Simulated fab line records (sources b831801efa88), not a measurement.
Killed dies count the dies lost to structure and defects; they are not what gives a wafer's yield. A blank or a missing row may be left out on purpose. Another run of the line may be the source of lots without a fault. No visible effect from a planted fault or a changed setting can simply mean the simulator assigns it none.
fab line records + flow sky130
record
- lots=12
- wafers=36
- lastDay=50
route steps=708 shown FIELD_ISO@1 LDD_N@245 LI_CONTACT@375
lots that met no fault: from a run of the same line without faults
startH: start of the lot's first displayed wafer, in hours after the record's first day + waitH: time in hours since the lot's previous step + " the same as in the row above + L1.1+2: a row that stands for several wafers + - either no value or no given start + * or withheld: withheld + < > ~ a bound
route shown NAME@n: a module of which the file shows steps, and the number in the route of the first + usual: mean/standard deviation of fault-free wafers + same: alike in all rows + chamber/n: place in a boat + sites: readings site by site + _std_site: standard deviation of those values + _edge_site: outer sites' mean less inner sites' + radiusMm: how far each site lies from the wafer's centre + mask NAME#n: copy n + behind: the last tool/chamber to shape the wafer + hold: why the lot went on hold/how many hours it stayed there/how the hold came to an end + device: the n, p or np transistor that did not switch + end of line: the route-end tests of the same wafers + a step without rows: its recipe alone + killed: count of dies lost to structure and defects at first sort (not the wafer's yield) + map: the dies of a wafer, with x for killed, . for not killed, _ for no die there
set.NAME: the run value of the setting; set.NAME@STEP: its run value at that earlier step + model.NAME: the simulator's own value behind a step, which no gauge read
route steps across a sampled set of lots; one table per step, one row per wafer
services: from which hour (startH, from the record's first day; less than 0 if before it) a tool's chamber was out of use, for how many hours, and why
## steps
# step SKY_FIELD_ISO_BOW_MEAS_00
# recipe
- mode=bow
# usual
- INCOMING_BOW=0/6.3
| lot.wafer | tool         | chamber | startH | waitH | INCOMING_BOW[um] |
|-----------|--------------|---------|--------|-------|------------------|
| L150.3    | filmMetro-04 | -       | 10.04  | -     | 0                |
| L150.4    | "            | -       | "      | "     | 1                |
| L150.5    | "            | -       | "      | "     | -2               |
| L151.3    | filmMetro-02 | -       | 15.04  | -     | 14               |
| L151.4    | "            | -       | "      | "     | 2                |
| L151.6    | "            | -       | "      | "     | -10              |
| L152.1    | filmMetro-03 | -       | 20.00  | -     | -1               |
| L152.2    | "            | -       | "      | "     | -2               |
| L152.3    | "            | -       | "      | "     | -3               |
| L153.2    | filmMetro-03 | -       | 25.02  | -     | 3                |
| L153.4    | "            | -       | "      | "     | -7               |
| L153.5    | "            | -       | "      | "     | -2               |
| L154.2    | filmMetro-02 | -       | 30.02  | -     | -5               |
| L154.3    | "            | -       | "      | "     | 0                |
| L154.4    | "            | -       | "      | "     | 7                |
| L155.4    | filmMetro-04 | -       | 35.06  | -     | 6                |
| L155.5    | "            | -       | "      | "     | 1                |
| L155.6    | "            | -       | "      | "     | -15              |
| L162.3    | filmMetro-02 | -       | 70.04  | -     | 1                |
| L162.5    | "            | -       | "      | "     | -3               |
| L162.6    | "            | -       | "      | "     | -1               |
| L163.2    | filmMetro-02 | -       | 75.02  | -     | -6               |
| L163.3    | "            | -       | "      | "     | 1                |
| L163.6    | "            | -       | "      | "     | -4               |
| L170.2    | filmMetro-03 | -       | 110.02 | -     | 8                |
| L170.5    | "            | -       | "      | "     | -7               |
| L170.6    | "            | -       | "      | "     | -9               |
| L171.2    | filmMetro-04 | -       | 115.02 | -     | 4                |
| L171.5    | "            | -       | "      | "     | -2               |
| L171.6    | "            | -       | "      | "     | 8                |
| L172.1    | filmMetro-04 | -       | 120.00 | -     | 8                |
| L172.2    | "            | -       | "      | "     | -1               |
| L172.6    | "            | -       | "      | "     | 2                |
| L173.1    | filmMetro-03 | -       | 125.00 | -     | 8                |
| L173.5    | "            | -       | "      | "     | 9                |
| L173.6    | "            | -       | "      | "     | 17               |
# step SKY_LDD_N_IMPLANT_08
# recipe
- species=As
- energyKev=20
- doseCm2=7.5e+13
- tiltDeg=withheld
- rotationDeg=23
# usual
- beamEnergyKeV=20.000/0.0065
- beamOnS=10.01/0.21
- faradayCurrentUA=422/9
- rotationDeg=23.000/0.019
| lot.wafer | tool         | chamber | startH | waitH | beamEnergyKeV | beamOnS | faradayCurrentUA | rotationDeg |
|-----------|--------------|---------|--------|-------|---------------|---------|------------------|-------------|
| L150.3    | implanter-01 | 0       | 395.47 | 0.1   | 20.005        | 9.95    | 424              | 22.992      |
| L150.4    | "            | 0       | "      | "     | 19.994        | 9.71    | 434              | 22.990      |
| L150.5    | "            | 0       | "      | "     | 20.001        | 9.76    | 434              | 22.982      |
| L151.3    | implanter-03 | 0       | 406.70 | 0.1   | 19.996        | 10.32   | 408              | 22.999      |
| L151.4    | "            | 0       | "      | "     | 20.003        | 9.98    | 425              | 22.993      |
| L151.6    | "            | 0       | "      | "     | 19.998        | 10.07   | 418              | 22.989      |
| L152.1    | implanter-02 | 0       | 429.64 | 0.0   | 19.996        | 10.26   | 412              | 23.025      |
| L152.2    | "            | 0       | "      | "     | 19.998        | 10.05   | 422              | 23.017      |
| L152.3    | "            | 0       | "      | "     | 20.008        | 9.66    | 436              | 23.034      |
| L153.2    | implanter-02 | 0       | 442.06 | 0.0   | 19.994        | 9.79    | 433              | 23.009      |
| L153.4    | "            | 0       | "      | "     | 19.997        | 10.03   | 421              | 22.989      |
| L153.5    | "            | 0       | "      | "     | 20.004        | 10.39   | 406              | 23.010      |
| L155.4    | implanter-02 | 0       | 449.18 | 0.1   | 19.999        | 9.81    | 430              | 22.988      |
| L155.5    | "            | 0       | "      | "     | 19.994        | 10.12   | 419              | 23.015      |
| L155.6    | "            | 0       | "      | "     | 20.002        | 9.91    | 427              | 22.986      |
| L154.2    | implanter-03 | 0       | 452.21 | 0.0   | 19.998        | 10.03   | 423              | 22.982      |
| L154.3    | "            | 0       | "      | "     | 19.987        | 10.13   | 416              | 23.004      |
| L154.4    | "            | 0       | "      | "     | 19.994        | 10.12   | 417              | 22.975      |
| L162.3    | implanter-03 | 0       | 512.90 | 0.1   | 20.007        | 8.52    | 495              | 22.999      |
| L162.5    | "            | 0       | "      | "     | 20.008        | 8.94    | 473              | 23.017      |
| L162.6    | "            | 0       | "      | "     | 20.007        | 8.65    | 488              | 23.018      |
| L163.2    | implanter-03 | 0       | 522.82 | 0.0   | 20.004        | 8.47    | 499              | 22.969      |
| L163.3    | "            | 0       | "      | "     | 20.000        | 8.62    | 492              | 22.996      |
| L163.6    | "            | 0       | "      | "     | 20.011        | 8.72    | 487              | 22.958      |
| L170.2    | implanter-02 | 0       | 574.37 | 0.0   | 19.990        | 10.05   | 420              | 23.011      |
| L170.5    | "            | 0       | "      | "     | 19.983        | 10.13   | 417              | 23.006      |
| L170.6    | "            | 0       | "      | "     | 19.990        | 10.30   | 408              | 22.993      |
| L171.2    | implanter-01 | 0       | 579.54 | 0.0   | 20.006        | 9.73    | 435              | 23.028      |
| L171.5    | "            | 0       | "      | "     | 19.996        | 10.03   | 420              | 22.984      |
| L171.6    | "            | 0       | "      | "     | 19.997        | 9.86    | 427              | 22.988      |
| L172.1    | implanter-03 | 0       | 592.00 | 0.0   | 19.999        | 9.92    | 426              | 23.017      |
| L172.2    | "            | 0       | "      | "     | 20.005        | 10.14   | 415              | 22.995      |
| L172.6    | "            | 0       | "      | "     | 20.002        | 9.71    | 434              | 22.998      |
| L173.1    | implanter-01 | 0       | 602.19 | 0.0   | 20.009        | 10.18   | 416              | 23.013      |
| L173.5    | "            | 0       | "      | "     | 20.010        | 10.16   | 417              | 23.008      |
| L173.6    | "            | 0       | "      | "     | 20.006        | 9.66    | 438              | 23.003      |
# step SKY_LI_CONTACT_OVL_MEAS_13
# usual
- LI_CONTACT_OVL=3/5
| lot.wafer | tool       | chamber | startH | waitH | LI_CONTACT_OVL[nm] |
|-----------|------------|---------|--------|-------|--------------------|
| L150.3    | overlay-01 | -       | 671.61 | 0.1   | 6                  |
| L150.4    | "          | -       | "      | "     | 2                  |
| L150.5    | "          | -       | "      | "     | 4                  |
| L151.3    | overlay-02 | -       | 684.00 | 0.1   | 4                  |
| L151.4    | "          | -       | "      | "     | 10                 |
| L151.6    | "          | -       | "      | "     | 6                  |
| L152.1    | overlay-02 | -       | 705.50 | 0.1   | 3                  |
| L152.2    | "          | -       | "      | "     | 0                  |
| L152.3    | "          | -       | "      | "     | 3                  |
| L153.2    | overlay-02 | -       | 715.60 | 0.1   | 4                  |
| L153.4    | "          | -       | "      | "     | 1                  |
| L153.5    | "          | -       | "      | "     | 4                  |
| L155.4    | overlay-02 | -       | 719.54 | 0.1   | 7                  |
| L155.5    | "          | -       | "      | "     | 8                  |
| L155.6    | "          | -       | "      | "     | 12                 |
| L154.2    | overlay-01 | -       | 725.99 | 0.1   | 2                  |
| L154.3    | "          | -       | "      | "     | 5                  |
| L154.4    | "          | -       | "      | "     | 1                  |
| L162.3    | overlay-01 | -       | 776.52 | 0.1   | -2                 |
| L162.5    | "          | -       | "      | "     | -1                 |
| L162.6    | "          | -       | "      | "     | -6                 |
| L163.2    | overlay-01 | -       | 784.61 | 0.1   | -2                 |
| L163.3    | "          | -       | "      | "     | -7                 |
| L163.6    | "          | -       | "      | "     | 7                  |
| L170.2    | overlay-01 | -       | 832.61 | 0.1   | 7                  |
| L170.5    | "          | -       | "      | "     | 1                  |
| L170.6    | "          | -       | "      | "     | 3                  |
| L171.2    | overlay-02 | -       | 835.98 | 0.1   | 7                  |
| L171.5    | "          | -       | "      | "     | 9                  |
| L171.6    | "          | -       | "      | "     | 15                 |
| L172.1    | overlay-01 | -       | 844.70 | 0.1   | 10                 |
| L172.2    | "          | -       | "      | "     | 12                 |
| L172.6    | "          | -       | "      | "     | 7                  |
| L173.1    | overlay-01 | -       | 854.20 | 0.1   | 4                  |
| L173.5    | "          | -       | "      | "     | -1                 |
| L173.6    | "          | -       | "      | "     | -6                 |
# step SKY_LI_CONTACT_SPUTTER_20
# recipe
- material=TiN
- targetThkNm=20
- chamberPressurePa=5
- powerW=4000
- timeS=80
# usual
- throttleValvePct=30.3/1.1
| lot.wafer | tool          | chamber | startH | waitH | throttleValvePct |
|-----------|---------------|---------|--------|-------|------------------|
| L150.3    | pvdSputter-01 | -       | 672.13 | 0.0   | 31.2             |
| L150.4    | "             | -       | "      | "     | 31.5             |
| L150.5    | "             | -       | "      | "     | 31.2             |
| L151.3    | pvdSputter-03 | -       | 684.69 | 0.0   | 30.5             |
| L151.4    | "             | -       | "      | "     | 29.2             |
| L151.6    | "             | -       | "      | "     | 30.8             |
| L152.1    | pvdSputter-04 | -       | 706.03 | 0.0   | 31.7             |
| L152.2    | "             | -       | "      | "     | 30.3             |
| L152.3    | "             | -       | "      | "     | 30.4             |
| L153.2    | pvdSputter-01 | -       | 716.14 | 0.0   | 30.8             |
| L153.4    | "             | -       | "      | "     | 31.5             |
| L153.5    | "             | -       | "      | "     | 31.1             |
| L155.4    | pvdSputter-03 | -       | 720.26 | 0.0   | 29.5             |
| L155.5    | "             | -       | "      | "     | 27.7             |
| L155.6    | "             | -       | "      | "     | 30.9             |
| L154.2    | pvdSputter-01 | -       | 726.58 | 0.0   | 31.8             |
| L154.3    | "             | -       | "      | "     | 31.2             |
| L154.4    | "             | -       | "      | "     | 30.6             |
| L162.3    | pvdSputter-04 | -       | 777.04 | 0.0   | 30.5             |
| L162.5    | "             | -       | "      | "     | 30.0             |
| L162.6    | "             | -       | "      | "     | 30.4             |
| L163.2    | pvdSputter-03 | -       | 785.14 | 0.0   | 30.7             |
| L163.3    | "             | -       | "      | "     | 29.4             |
| L163.6    | "             | -       | "      | "     | 29.3             |
| L170.2    | pvdSputter-01 | -       | 833.19 | 0.0   | 30.9             |
| L170.5    | "             | -       | "      | "     | 31.1             |
| L170.6    | "             | -       | "      | "     | 31.3             |
| L171.2    | pvdSputter-01 | -       | 836.52 | 0.0   | 31.5             |
| L171.5    | "             | -       | "      | "     | 31.6             |
| L171.6    | "             | -       | "      | "     | 31.0             |
| L172.1    | pvdSputter-03 | -       | 845.23 | 0.0   | 27.7             |
| L172.2    | "             | -       | "      | "     | 31.1             |
| L172.6    | "             | -       | "      | "     | 29.6             |
| L173.1    | pvdSputter-03 | -       | 854.73 | 0.0   | 27.8             |
| L173.5    | "             | -       | "      | "     | 29.3             |
| L173.6    | "             | -       | "      | "     | 29.4             |
## services
| tool          | chamber | startH | hours | kind   |
|---------------|---------|--------|-------|--------|
| pvdSputter-01 | -       | 373.11 | 0.6   | repair |
| implanter-01  | -       | 378.93 | 3.9   | pm     |
| pvdSputter-01 | -       | 381.43 | 1.3   | repair |
| pvdSputter-04 | -       | 402.76 | 7.3   | repair |
| pvdSputter-04 | -       | 417.27 | 0.6   | repair |
| pvdSputter-04 | -       | 441.10 | 3.1   | repair |
| pvdSputter-03 | -       | 443.53 | 4.3   | repair |
| implanter-03  | -       | 448.23 | 2.5   | repair |
| pvdSputter-04 | -       | 467.21 | 8.9   | repair |
| pvdSputter-01 | -       | 484.15 | 1.5   | repair |
| implanter-03  | -       | 489.25 | 5.9   | repair |
| implanter-02  | -       | 529.13 | 3.2   | pm     |
| implanter-03  | -       | 539.53 | 0.6   | repair |
| pvdSputter-01 | -       | 584.31 | 35.5  | repair |
| implanter-01  | -       | 598.18 | 2.0   | repair |
| implanter-01  | -       | 693.40 | 2.8   | repair |
| implanter-02  | -       | 697.34 | 4.4   | repair |
| implanter-02  | -       | 698.59 | 0.9   | repair |
| pvdSputter-03 | -       | 707.49 | 2.1   | repair |
| implanter-03  | -       | 724.31 | 3.3   | pm     |
| implanter-01  | -       | 745.34 | 1.7   | repair |
| implanter-02  | -       | 803.58 | 5.3   | pm     |
| implanter-01  | -       | 832.05 | 0.6   | repair |
| pvdSputter-01 | -       | 842.19 | 4.7   | repair |
## key
firstSign
- step=SKY_LDD_N_IMPLANT_08
- reading=faradayCurrentUA
- direction=up
- sigmas=7.4
- usual=422
- struck=489
effect
- step=SKY_LDD_N_IMPLANT_08
- reading=beamOnS
- direction=down
- sigmas=6.4
- usual=10.01
- struck=8.65
metAt SKY_LDD_N_IMPLANT_08
struckLots L162,L163
testerLeftOut L162,L163
notActingAt SKY_FIELD_ISO_BOW_MEAS_00,SKY_LI_CONTACT_OVL_MEAS_13,SKY_LI_CONTACT_SPUTTER_20
onsetBetween 452.21 512.90
fault
- kind=processParameterDrift
- tool=implanter-03
- chamber=-
- onsetH=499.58
- steps=SKY_LDD_N_IMPLANT_08
- channel=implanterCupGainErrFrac
- offset=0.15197
- shape=step
- endH=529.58
# testerLeftOut: of these lots the tester's yield and bins aren't shown, on N5 and GAA mostly nor the transistor test; their killed dies are dies lost to structure and defects alone, not to doping, threshold or leakage, so they don't give the yield
